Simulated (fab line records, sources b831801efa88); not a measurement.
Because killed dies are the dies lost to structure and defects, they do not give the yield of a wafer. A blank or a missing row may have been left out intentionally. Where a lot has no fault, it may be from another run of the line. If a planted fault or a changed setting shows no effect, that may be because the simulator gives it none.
Problem report in the 8D (eight disciplines) form, filled by code | flow sky130 | the parts of the form that need people (team, actions taken, sign-off) are left out

## 1. WHAT IS WRONG
A mean of 1.232 a.u. is read at SKY_FIELD_ISO_ETCH_17 for oes_product_au, taken on 1 wafer of 1 lot, against 0.993 a.u. (standard deviation 0.014) on wafers free of any fault. That is +17 standard deviations from the usual mean.
The step: etches Si in HBr/Cl2/O2, target depth 342 nm, time 97.7 s.
Earliest sighting: wafer L269.4 on rie_si-02 at day 5 07:05. The record holds 14 wafers of 5 lots with a number at this step. Rule for "out" (also "out of limits"): further than 4 standard deviations from the usual mean. The other wafers with a number count as sound.

## 2. WHAT IT IS AND WHAT IT IS NOT
question                    | is                                 | is not
which readings at this step | oes_product_au, throttle_valve_pct | drypump_motor_current_A, mfc_cl2_sccm
which lots                  | L269                               | L255, L258, L275, L278
which wafers of those lots  | L269.4                             | L269.2
read on which tools         | rie_si-02                          | rie_si-01
when                        | from day 5 07:05                   | up to then (7 sound wafers); but 6 sound wafers of L275, L278 came after

## 3. THE SUSPECTS, EACH WITH WHAT RULES IT OUT
Counting: any tool at a process step up to the reading remains a suspect provided it ran every lot that is out. Sound lots after the first of them don't rule it out here, since some wafers of a struck lot are sound.
- rie_diel-02 at SKY_FIELD_ISO_ETCH_14 (etches BARC in N2/H2, stops on SiO2, time 45.9 s, target depth 60 nm): kept. The lot that is out, L269, ran on it at day 5 06:53; the last sound lot it ran before that was L258, at day 2 23:38.
- rie_diel-02 at SKY_FIELD_ISO_ETCH_15 (etches the open film in CHF3/O2, stops on Si, target depth 180 nm, time 72 s): kept. The lot that is out, L269, ran on it at day 5 06:55; the last sound lot it ran before that was L258, at day 2 23:40.
- plasma_asher-01 at SKY_FIELD_ISO_STRIP_16 (strips in O2/N2): kept. It ran the lot that is out, L269 (day 5 06:59).
- rie_si-02 at SKY_FIELD_ISO_ETCH_17 (etches Si in HBr/Cl2/O2, target depth 342 nm, time 97.7 s): kept. The lot that is out, L269, ran on it at day 5 07:05; the last sound lot it ran before that was L258, at day 2 23:50. Its own readings are out on those wafers: oes_product_au, throttle_valve_pct.
- At SKY_FIELD_ISO_ETCH_14 on rie_diel-02, chamber 2 took the sound wafers of the same lots and chamber 1 took the wafers that are out.
- At SKY_FIELD_ISO_ETCH_15 on rie_diel-02, chamber 2 took the sound wafers of the same lots and chamber 1 took the wafers that are out.
- At SKY_FIELD_ISO_ETCH_17 on rie_si-02, chamber 0 took the sound wafers of the same lots and chamber 3 took the wafers that are out.
Left after counting: rie_diel-02 at SKY_FIELD_ISO_ETCH_14, rie_diel-02 at SKY_FIELD_ISO_ETCH_15, plasma_asher-01 at SKY_FIELD_ISO_STRIP_16, rie_si-02 at SKY_FIELD_ISO_ETCH_17.

## 4. THE CAUSE (what the simulator had put in)
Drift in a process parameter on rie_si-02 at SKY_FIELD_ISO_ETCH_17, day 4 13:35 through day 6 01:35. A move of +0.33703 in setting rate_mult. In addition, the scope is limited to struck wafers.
Counting left 4 suspects, and this tool is among them.

## 5. THE CHAIN OF EFFECTS, in route order
Rows list readings where the struck wafers' mean (over those with a number) sits beyond 3 standard deviations from the usual. Readings are gone through only where the record gives a usual standard deviation; hours: the median, over the lots, of the time from a lot's start at the first step in this table giving one to that lot's start at this step; sigmas: the change measured in usual standard deviations.
hours | step                  | reading            | usual      | on struck wafers | change | sigmas
0     | SKY_FIELD_ISO_ETCH_17 | oes_product_au     | 0.993 a.u. | 1.232            | +0.239 | +17
0     | SKY_FIELD_ISO_ETCH_17 | throttle_valve_pct | 25.660 %   | 25.502           | -0.158 | -12
It contains these process steps:
- SKY_FIELD_ISO_ETCH_17: etches Si in HBr/Cl2/O2, target depth 342 nm, time 97.7 s.
Later measuring or inspecting steps at which every struck wafer that the step has a row for has a number for every such reading, and none has moved that far: SKY_FIELD_ISO_THK_MEAS_23, SKY_FIELD_ISO_THK_MEAS_25.

## 6. HOW IT WOULD HAVE BEEN CAUGHT EARLIER
In this record no reading fell out of limits until day 5 07:05, 17 hours after the fault had begun at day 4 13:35.
